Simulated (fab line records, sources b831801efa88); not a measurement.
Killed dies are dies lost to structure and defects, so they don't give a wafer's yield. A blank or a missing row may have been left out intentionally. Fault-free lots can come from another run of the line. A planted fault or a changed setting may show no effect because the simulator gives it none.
Which of the tools did it? / flow gf180mcu / Sampling: 13 lots, 39 wafers, 2 of 602 route steps

## WHAT THE GAUGES SHOWED, per wafer
GF_DUAL_GATE_THK_MEAS_03.
lot=L937; measured=day 7 22:31; on=filmMetro-01; DUAL_GATE_OXIDATION_00_THK (nm)=10.66 10.63 10.56
lot=L938; measured=day 8 04:53; on=filmMetro-04; DUAL_GATE_OXIDATION_00_THK (nm)=10.68 10.66 10.83
lot=L939; measured=day 8 11:35; on=filmMetro-04; DUAL_GATE_OXIDATION_00_THK (nm)=10.68 10.77 10.77
lot=L940; measured=day 8 18:34; on=filmMetro-04; DUAL_GATE_OXIDATION_00_THK (nm)=10.91 10.76 10.73
lot=L942; measured=day 9 11:32; on=filmMetro-04; DUAL_GATE_OXIDATION_00_THK (nm)=12.30 12.31 12.18
lot=L946; measured=day 10 09:44; on=filmMetro-04; DUAL_GATE_OXIDATION_00_THK (nm)=12.37 12.16 12.18
lot=L951; measured=day 11 23:53; on=filmMetro-04; DUAL_GATE_OXIDATION_00_THK (nm)=10.61 10.81 10.54
lot=L954; measured=day 12 16:13; on=filmMetro-01; DUAL_GATE_OXIDATION_00_THK (nm)=10.66 10.54 10.74
lot=L955; measured=day 13 02:32; on=filmMetro-04; DUAL_GATE_OXIDATION_00_THK (nm)=11.04 11.20 11.08
lot=L956; measured=day 13 04:58; on=filmMetro-02; DUAL_GATE_OXIDATION_00_THK (nm)=10.40 10.69 10.50
lot=L957; measured=day 13 15:38; on=filmMetro-01; DUAL_GATE_OXIDATION_00_THK (nm)=10.53 10.44 10.65
lot=L958; measured=day 13 22:14; on=filmMetro-04; DUAL_GATE_OXIDATION_00_THK (nm)=10.88 10.89 10.83
lot=L959; measured=day 14 02:28; on=filmMetro-01; DUAL_GATE_OXIDATION_00_THK (nm)=10.61 10.47 10.33

## EACH LOT AND THE TOOL THAT RAN IT (in order: tool; ch and the chambers of the sampled wafers; start)
lot=L937; GF_DUAL_GATE_OXIDATION_02=furnace-01 ch 0, day 7 21:04
lot=L938; GF_DUAL_GATE_OXIDATION_02=furnace-02 ch 0, day 8 03:26
lot=L939; GF_DUAL_GATE_OXIDATION_02=furnace-01 ch 0, day 8 10:08
lot=L940; GF_DUAL_GATE_OXIDATION_02=furnace-02 ch 0, day 8 17:08
lot=L942; GF_DUAL_GATE_OXIDATION_02=furnace-02 ch 0, day 9 10:05
lot=L946; GF_DUAL_GATE_OXIDATION_02=furnace-02 ch 0, day 10 08:16
lot=L951; GF_DUAL_GATE_OXIDATION_02=furnace-01 ch 0, day 11 22:26
lot=L954; GF_DUAL_GATE_OXIDATION_02=furnace-01 ch 0, day 12 14:46
lot=L955; GF_DUAL_GATE_OXIDATION_02=furnace-02 ch 0, day 13 01:04
lot=L956; GF_DUAL_GATE_OXIDATION_02=furnace-01 ch 0, day 13 03:31
lot=L957; GF_DUAL_GATE_OXIDATION_02=furnace-01 ch 0, day 13 14:10
lot=L958; GF_DUAL_GATE_OXIDATION_02=furnace-01 ch 0, day 13 20:47
lot=L959; GF_DUAL_GATE_OXIDATION_02=furnace-01 ch 0, day 14 01:01
- GF_DUAL_GATE_OXIDATION_02: stabilise 600 s, purge 300 s, target thk 10.887 nm.

## WHAT THE TOOLS THEMSELVES READ (means of the sampled wafers that have a number; where no wafer has one, the mark that the record gives instead)
GF_DUAL_GATE_OXIDATION_02.
lot=L937; tool=furnace-01; spikeTcLowerC (C)=897.8
lot=L938; tool=furnace-02; spikeTcLowerC (C)=899.0
lot=L939; tool=furnace-01; spikeTcLowerC (C)=897.8
lot=L940; tool=furnace-02; spikeTcLowerC (C)=897.9
lot=L942; tool=furnace-02; spikeTcLowerC (C)=899.0
lot=L946; tool=furnace-02; spikeTcLowerC (C)=898.2
lot=L951; tool=furnace-01; spikeTcLowerC (C)=897.7
lot=L954; tool=furnace-01; spikeTcLowerC (C)=897.5
lot=L955; tool=furnace-02; spikeTcLowerC (C)=897.7
lot=L956; tool=furnace-01; spikeTcLowerC (C)=897.5
lot=L957; tool=furnace-01; spikeTcLowerC (C)=897.9
lot=L958; tool=furnace-01; spikeTcLowerC (C)=898.4
lot=L959; tool=furnace-01; spikeTcLowerC (C)=899.3

## THE ANSWER, worked out from the rows above alone
Rule: the usual values come from the lots themselves. The widest of any qualifying gaps counts: lots, ordered by their means at a reading, are off when they make up no more than a third of the lots, leave a main group of 4 or more, and stand apart from it by 3 or more times the standard deviation of that group's means. If all means in a main group match to the digits the tables above print for the reading, that group is not used. A lot without any number at a reading at which 4 lots or more have one is off too. The other lots that the step has rows for count as sound. The gauges are gone through in route order, then the tools' own readings, and for those a lot's mean is taken as printed above. The first step at which some lot is off is used, and at that step the reading that is off furthest; a lot without a number counts as furthest.
Off: at GF_DUAL_GATE_THK_MEAS_03 (DUAL_GATE_OXIDATION_00_THK), L942, L946. The main group has a mean of 10.70 nm with a standard deviation of 0.17.
A tool fits if, at a process step before that reading, it ran every lot that is off, and no sound lot after the first of them. The gauges at GF_DUAL_GATE_THK_MEAS_03 are tried like those tools. None of those tried fits.

## WHAT THE SIMULATOR HAD PUT IN
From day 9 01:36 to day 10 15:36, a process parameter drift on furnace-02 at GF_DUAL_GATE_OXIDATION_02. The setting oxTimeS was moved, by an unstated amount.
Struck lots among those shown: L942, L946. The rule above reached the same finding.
